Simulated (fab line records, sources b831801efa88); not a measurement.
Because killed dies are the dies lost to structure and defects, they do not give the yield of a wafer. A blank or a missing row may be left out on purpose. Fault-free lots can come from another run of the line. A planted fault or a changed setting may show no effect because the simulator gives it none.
Which tool is to blame? -- flow gf180mcu -- 11 lots with 33 wafers sampled at 5 steps, on a route of 602 steps

## WHAT THE GAUGES SHOWED, per wafer
GF_V2_THK_MEAS_03. Usual: V2_CVD_02_THK gives 850 nm (standard deviation 13).
lot,measured,on,V2_CVD_02_THK (nm),flag
L108,day 20 05:57,filmMetro-01,854 853 868,
L110,day 20 17:21,filmMetro-01,848 851 869,
L112,day 21 07:39,filmMetro-01,836 856 849,
L113,day 21 14:31,filmMetro-01,853 856 862,
L114,day 22 02:57,filmMetro-03,854 865 862,
L116,day 22 21:27,filmMetro-02,852 865 847,
L118,day 23 11:40,filmMetro-01,834 832 869,
L119,day 23 14:19,filmMetro-02,844 829 855,
L121,day 24 12:32,filmMetro-03,1262 834 846,OFF
L122,day 24 20:44,filmMetro-03,1266 836 855,OFF
L130,day 27 00:59,filmMetro-03,867 864 867,

## WHAT TOOL EACH LOT RAN ON (gives the tool, then ch and the chambers of the sampled wafers, and finally the start)
lot,GF_V1_SPUTTER_21,GF_M2_SPUTTER_00,GF_M2_STRIP_17,GF_V2_CVD_02
L108,"pvdSputter-02, day 19 04:00","pvdSputter-03, day 19 04:41","plasmaAsher-04 ch 0, day 20 05:11","pecvd-01 ch 1,2, day 20 05:53"
L110,"pvdSputter-02, day 19 14:52","pvdSputter-03, day 19 15:40","plasmaAsher-01 ch 0,1, day 20 16:37","pecvd-01 ch 0,1,2, day 20 17:16"
L112,"pvdSputter-04, day 20 05:25","pvdSputter-02, day 20 06:07","plasmaAsher-04 ch 1, day 21 06:53","pecvd-04 ch 0,1,2, day 21 07:35"
L113,"pvdSputter-01, day 20 12:23","pvdSputter-02, day 20 13:04","plasmaAsher-04 ch 0,1, day 21 13:44","pecvd-01 ch 1,2, day 21 14:26"
L114,"pvdSputter-01, day 21 01:04","pvdSputter-02, day 21 01:53","plasmaAsher-04 ch 0,1, day 22 02:08","pecvd-04 ch 0,2, day 22 02:52"
L116,"pvdSputter-02, day 21 19:52","pvdSputter-01, day 21 20:34","plasmaAsher-04 ch 1, day 22 20:23","pecvd-02 ch 0,1, day 22 21:23"
L118,"pvdSputter-01, day 22 10:37","pvdSputter-01, day 22 11:18","plasmaAsher-02 ch 0, day 23 10:56","pecvd-02 ch 0,1,2, day 23 11:36"
L119,"pvdSputter-04, day 22 13:56","pvdSputter-03, day 22 14:37","plasmaAsher-04 ch 0,1, day 23 13:35","pecvd-02 ch 1,2, day 23 14:15"
L121,"pvdSputter-02, day 23 13:10","pvdSputter-03, day 23 14:04","plasmaAsher-04 ch 0,1, day 24 11:49","pecvd-02 ch 0,1,2, day 24 12:28"
L122,"pvdSputter-01, day 23 20:33","pvdSputter-02, day 23 21:21","plasmaAsher-04 ch 0,1, day 24 20:01","pecvd-02 ch 0,1,2, day 24 20:39"
L130,"pvdSputter-04, day 26 02:31","pvdSputter-02, day 26 03:13","plasmaAsher-02 ch 0, day 27 00:13","pecvd-04 ch 0,2, day 27 00:55"
- GF_V1_SPUTTER_21: material Ti, target thk 15 nm, time 80.02 s.
- GF_M2_SPUTTER_00: material Ti, target thk 37.5 nm, time 150 s.
- GF_M2_STRIP_17: strips in O2/N2.
- GF_V2_CVD_02: deposits SiO2 from TEOS, target thk 850 nm, time 94.851 s.

## WHAT THE TOOLS THEMSELVES READ (means of the sampled wafers that have a number; where no wafer has one, the mark that the record gives instead)
GF_V1_SPUTTER_21. Usual: throttleValvePct reads 30.2 % (standard deviation 0.86).
lot,tool,throttleValvePct (%),flag
L108,pvdSputter-02,29.7,
L110,pvdSputter-02,29.6,
L112,pvdSputter-04,30.3,
L113,pvdSputter-01,30.3,
L114,pvdSputter-01,30.4,
L116,pvdSputter-02,29.7,
L118,pvdSputter-01,30.3,
L119,pvdSputter-04,30.3,
L121,pvdSputter-02,30.2,
L122,pvdSputter-01,30.3,
L130,pvdSputter-04,30.2,

GF_M2_SPUTTER_00. Usual: throttleValvePct reads 30.1 % (standard deviation 0.85).
lot,tool,throttleValvePct (%),flag
L108,pvdSputter-03,29.2,
L110,pvdSputter-03,30.1,
L112,pvdSputter-02,29.6,
L113,pvdSputter-02,30.5,
L114,pvdSputter-02,30.7,
L116,pvdSputter-01,30.3,
L118,pvdSputter-01,30.5,
L119,pvdSputter-03,30.3,
L121,pvdSputter-03,29.7,
L122,pvdSputter-02,30.2,
L130,pvdSputter-02,30.8,

GF_M2_STRIP_17. Usual: drypumpMotorCurrentA 5.5 A, standard deviation 0.35; heaterPowerW 316 W, standard deviation 21; oesProductAu 0.557 a.u., standard deviation 0.0052; stripTimeToEndpointS 7.86 s, standard deviation 0.048.
lot,tool,drypumpMotorCurrentA (A),heaterPowerW (W),oesProductAu (a.u.),stripTimeToEndpointS (s),flag
L108,plasmaAsher-04,5.2,325,0.561,7.94,
L110,plasmaAsher-01,5.7,328,0.559,7.85,
L112,plasmaAsher-04,5.5,301,0.557,7.86,
L113,plasmaAsher-04,5.5,308,0.562,7.86,
L114,plasmaAsher-04,5.3,312,0.558,7.88,
L116,plasmaAsher-04,5.6,309,0.564,7.93,
L118,plasmaAsher-02,5.3,335,0.559,7.88,
L119,plasmaAsher-04,5.4,311,0.557,7.86,
L121,plasmaAsher-04,5.3,320,0.556,7.87,
L122,plasmaAsher-04,5.3,325,0.555,7.83,
L130,plasmaAsher-02,5.3,333,0.558,7.88,

GF_V2_CVD_02. Usual: heaterPowerW reads 647 W (standard deviation 100).
lot,tool,heaterPowerW (W),flag
L108,pecvd-01,718,
L110,pecvd-01,617,
L112,pecvd-04,593,
L113,pecvd-01,721,
L114,pecvd-04,630,
L116,pecvd-02,522,
L118,pecvd-02,627,
L119,pecvd-02,667,
L121,pecvd-02,637,
L122,pecvd-02,613,
L130,pecvd-04,592,

## THE ANSWER, worked out from the rows above alone
Rule: lot off if the mean of its wafers having a number is beyond 3 standard deviations from the usual mean. Also off: a lot with no number at a reading for which 4 or more lots have one. Any other lot the step has rows for is counted as sound. The gauges are gone through in route order, then the tools' own readings, and for those a lot's mean is taken as printed above. At the first step where some lot is off, the reading lying furthest off is the one used; lots without a number count as furthest.
Off: L121, L122, at GF_V2_THK_MEAS_03 (V2_CVD_02_THK).
A tool fits if, at a process step before that reading, it ran every lot that is off, and no sound lot after the first of them. Those tools and the gauges at GF_V2_THK_MEAS_03 are tried in the same way. Can't be told from this: 2 tools fit, plasmaAsher-04 at GF_M2_STRIP_17, pecvd-02 at GF_V2_CVD_02.

## WHAT THE SIMULATOR HAD INSERTED
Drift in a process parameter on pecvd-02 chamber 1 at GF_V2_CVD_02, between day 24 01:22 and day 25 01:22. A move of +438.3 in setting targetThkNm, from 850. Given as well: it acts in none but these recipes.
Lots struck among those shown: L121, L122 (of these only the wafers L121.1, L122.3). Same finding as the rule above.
